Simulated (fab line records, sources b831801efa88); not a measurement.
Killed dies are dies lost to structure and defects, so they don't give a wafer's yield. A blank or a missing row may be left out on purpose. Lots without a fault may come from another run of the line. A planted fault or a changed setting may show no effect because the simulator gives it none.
fab line records | flow sky130
record lots=6 wafers=18 last_day=49
route steps=708 shown METAL3@570 VIA3@573
lots that met no fault: from a run of the same line without faults
start_h: hours from the record's first day to the start of the lot's first wafer shown | wait_h: hours since the lot's step before | " the same as in the row above | L1.1+2: a row that stands for several wafers | - no value, or no start given | * or withheld: withheld | < > ~ a bound
route shown NAME@n: a module of which the file shows steps, and the number in the route of the first | usual: mean/standard deviation of fault-free wafers | same: alike in all rows | chamber/n: place in a boat | sites: the reading at each site | _std_site: their standard deviation | _edge_site: outer sites' mean less inner sites' | radius_mm: how far each site lies from the wafer's centre | mask NAME#n: copy n | behind: the tool/chamber that last shaped the wafer | hold: why the lot was held/for how many hours/how that ended | device: the transistor (n, p or np) that didn't switch | end of line: the same wafers' tests at the end of the route | a step without rows: its recipe alone | killed: dies lost to structure and defects at the first sort, not the wafer's yield | map: a wafer's dies, x killed, . not, _ none there
set.NAME: the setting as run; set.NAME@STEP: as run at that earlier step | model.NAME: the simulator's own value behind a step, which no gauge read
lots at some steps of the route; a table a step, a row a wafer
services: from which hour (start_h, from the record's first day; less than 0 if before it) a tool's chamber was out of use, for how many hours, and why
## steps
# step SKY_METAL3_STRIP_20
# recipe chemistry=post_etch_residue_remover time_s=1200 temp_c=72.5
# step SKY_METAL3_CLEAN_21
# recipe chemistry=IPA time_s=180 temp_c=25
# step SKY_METAL3_CLEAN_22
# recipe chemistry=O3/DIW dry=n2_spin
# step SKY_VIA3_HDPCVD_00
# recipe material=SiO2 target_thk_nm=1635 sigma_open_frac=0.3 time_s=272.5 temp_c=400 sih4_flow_sccm=60 pressure_mtorr=6
# step SKY_VIA3_THK_MEAS_01
# recipe reads=SiO2_of_VIA3_HDPCVD_00
# usual VIA3_HDPCVD_THK=1634/17
# columns lot.wafer tool chamber start_h wait_h VIA3_HDPCVD_THK[nm]
L216.1 film_metro-03 - 902.34 0.1 1681
L216.5 " - " " 1614
L216.6 " - " " 1668
L226.1 film_metro-04 - 994.07 0.1 1614
L226.2 " - " " 1644
L226.3 " - " " 1649
L228.1 film_metro-01 - 994.25 0.1 1618
L228.2 " - " " 1618
L228.6 " - " " 1610
L230.1 film_metro-01 - 1004.21 0.1 1615
L230.4 " - " " 1642
L230.6 " - " " 1625
L232.2 film_metro-03 - 1013.83 0.1 1654
L232.3 " - " " 1641
L232.6 " - " " 1650
L237.4 film_metro-04 - 1040.05 0.0 1631
L237.5 " - " " 1638
L237.6 " - " " 1613
# step SKY_VIA3_CMP_02
# recipe material=SiO2 down_force_psi=4 platen_rpm=60 pad_velocity_m_s=0.94248
# usual motor_current_A=12.2/1.1
# columns lot.wafer tool chamber start_h wait_h motor_current_A
L216.1 cmp-02 3 902.50 0.1 9.8
L216.5 " 1 " " 12.8
L216.6 " 2 " " 12.3
L226.3 cmp-02 2 994.13 0.0 11.8
L226.1 " 0 " " 13.2
L226.2 " 1 " " 12.5
L228.1 cmp-01 1 994.31 0.1 12.3
L228.2 " 3 " " 10.3
L228.6 " 1 " " 11.8
L230.1 cmp-02 2 1004.27 0.1 12.0
L230.4 " 3 " " 9.3
L230.6 " 2 " " 12.3
L232.2 cmp-01 3 1013.88 0.0 11.4
L232.3 " 1 " " 11.9
L232.6 " 0 " " 13.2
L237.4 cmp-02 0 1040.08 0.0 13.3
L237.6 " 0 " " 13.0
L237.5 " 1 " " 12.7
# step SKY_VIA3_BOW_MEAS_03
# recipe mode=bow
# usual VIA3_BOW=79/8.4
# columns lot.wafer tool chamber start_h wait_h VIA3_BOW[um]
L216.1 film_metro-04 - 902.70 0.1 82
L216.5 " - " " 85
L216.6 " - " " 89
L226.1 film_metro-03 - 994.43 0.1 74
L226.2 " - " " 80
L226.3 " - " " 74
L228.1 film_metro-01 - 994.61 0.2 72
L228.2 " - " " 85
L228.6 " - " " 80
L230.1 film_metro-03 - 1004.57 0.2 87
L230.4 " - " " 74
L230.6 " - " " 93
L232.2 film_metro-03 - 1014.20 0.3 82
L232.3 " - " " 75
L232.6 " - " " 69
L237.4 film_metro-04 - 1040.44 0.3 50
L237.5 " - " " 71
L237.6 " - " " 59
# step SKY_VIA3_DEHYDRATE_04
# recipe temp_c=200 time_s=60
# step SKY_VIA3_HMDS_05
# recipe prime_time_s=60 prime_temp_c=120
# step SKY_VIA3_COAT_06
# recipe resist=BARC temp_c=withheld time_s=withheld spin_rpm=3000 resist_thk_nm=60
# step SKY_VIA3_COAT_07
# recipe resist=KrF-thick spin_rpm=3000 resist_thk_nm=450
# step SKY_VIA3_SOFTBAKE_08
# recipe temp_c=100.9 time_s=90 resist=KrF-thick
# step SKY_VIA3_EXPOSE_09
# recipe mask_id=VIM3 na=0.8 source_shape=annular sigma_inner=0.55 sigma_outer=0.85 target_cd_nm=200 dose_mj=38
# usual exposure_dose_mJ_cm2=37.84/0.051 focus_offset_nm=0.0/0.49 na=0.8/0
# columns lot.wafer tool chamber start_h wait_h mask exposure_dose_mJ_cm2 focus_offset_nm na
L216.1 krf_scanner-02 0 914.37 - VIM3#0 37.76 -0.2 0.8
L216.5 " 0 " " VIM3#0 37.77 -1.0 0.8
L216.6 " 0 " " VIM3#0 37.72 -0.2 0.8
L226.1 krf_scanner-01 - 1006.82 - VIM3#0 - - -
L226.2 " - " " VIM3#0 - - -
L226.3 " - " " VIM3#0 - - -
L228.1 krf_scanner-02 - 1007.18 - VIM3#0 - - -
L228.2 " - " " VIM3#0 - - -
L228.6 " - " " VIM3#0 - - -
L230.1 krf_scanner-01 0 1016.57 - VIM3#0 37.89 0.3 0.8
L230.4 " 0 " " VIM3#0 37.83 -0.3 0.8
L230.6 " 0 " " VIM3#0 37.86 -0.1 0.8
L232.2 krf_scanner-01 0 1026.23 - VIM3#0 37.84 -0.2 0.8
L232.3 " 0 " " VIM3#0 37.81 -0.1 0.8
L232.6 " 0 " " VIM3#0 37.89 -0.2 0.8
L237.4 krf_scanner-01 0 1051.19 - VIM3#0 37.91 0.2 0.8
L237.5 " 0 " " VIM3#0 37.87 0.0 0.8
L237.6 " 0 " " VIM3#0 37.93 0.8 0.8
# step SKY_VIA3_PEB_10
# recipe peb_temp_c=withheld peb_time_s=withheld resist=KrF-thick
## services
# columns tool chamber start_h hours kind
krf_scanner-01 - 878.56 0.8 pm
krf_scanner-02 - 902.62 3.6 pm
krf_scanner-01 0 903.76 - calibration
cmp-01 - 907.13 0.4 repair
cmp-02 - 912.06 4.0 pm
krf_scanner-01 - 930.23 4.4 pm
krf_scanner-01 - 935.47 7.2 pm
krf_scanner-01 - 942.67 3.6 pm
krf_scanner-02 - 945.22 7.7 repair
krf_scanner-02 - 952.95 1.0 pm
cmp-02 - 961.35 8.5 repair
krf_scanner-02 - 962.69 3.0 pm
krf_scanner-02 - 970.69 0.8 pm
krf_scanner-01 - 995.10 1.3 pm
cmp-01 - 998.84 5.9 repair
cmp-01 - 1004.75 5.0 pm
cmp-02 - 1005.76 2.2 repair
cmp-01 - 1010.12 1.9 repair
krf_scanner-01 - 1027.46 11.8 repair
cmp-01 - 1037.87 4.7 pm
krf_scanner-01 - 1039.28 1.0 pm
cmp-01 - 1044.21 0.6 repair
krf_scanner-01 - 1047.36 0.8 pm
krf_scanner-02 - 1050.12 1.3 pm
## key
first_sign step=SKY_VIA3_EXPOSE_09 reading=tool_record direction=missing
effect none on later readings
met_at SKY_VIA3_EXPOSE_09
struck_wafers L226.1,L226.2,L226.3,L228.1,L228.2,L228.6
later_rows_left_out L226.1,L226.2,L226.3,L228.1,L228.2,L228.6
sort_left_out L226.1,L226.2,L226.3,L228.1,L228.2,L228.6
tester_left_out L226,L228
onset_between 914.37 1006.82
earlier_fault kind=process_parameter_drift tool=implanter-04 chamber=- onset_h=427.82 steps=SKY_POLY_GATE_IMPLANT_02 channel=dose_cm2 offset=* shape=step end_h=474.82 acts_in=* stated=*
fault kind=skipped_step_whole tool=krf_scanner-01,krf_scanner-02 chamber=- onset_h=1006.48 steps=SKY_VIA3_EXPOSE_09 scope=struck_lots_only
# tester_left_out: of these lots the tester's yield and bins aren't shown, on N5 and GAA mostly nor the transistor test; their killed dies are dies lost to structure and defects alone, not to doping, threshold or leakage, so they don't give the yield
# sort_left_out: the simulated sort isn't trusted on such a fault, so these wafers' sort isn't shown, and their yield isn't known
# later_rows_left_out: the simulator's readings of these wafers behind a module that went badly wrong aren't trusted and aren't shown, but for the sort
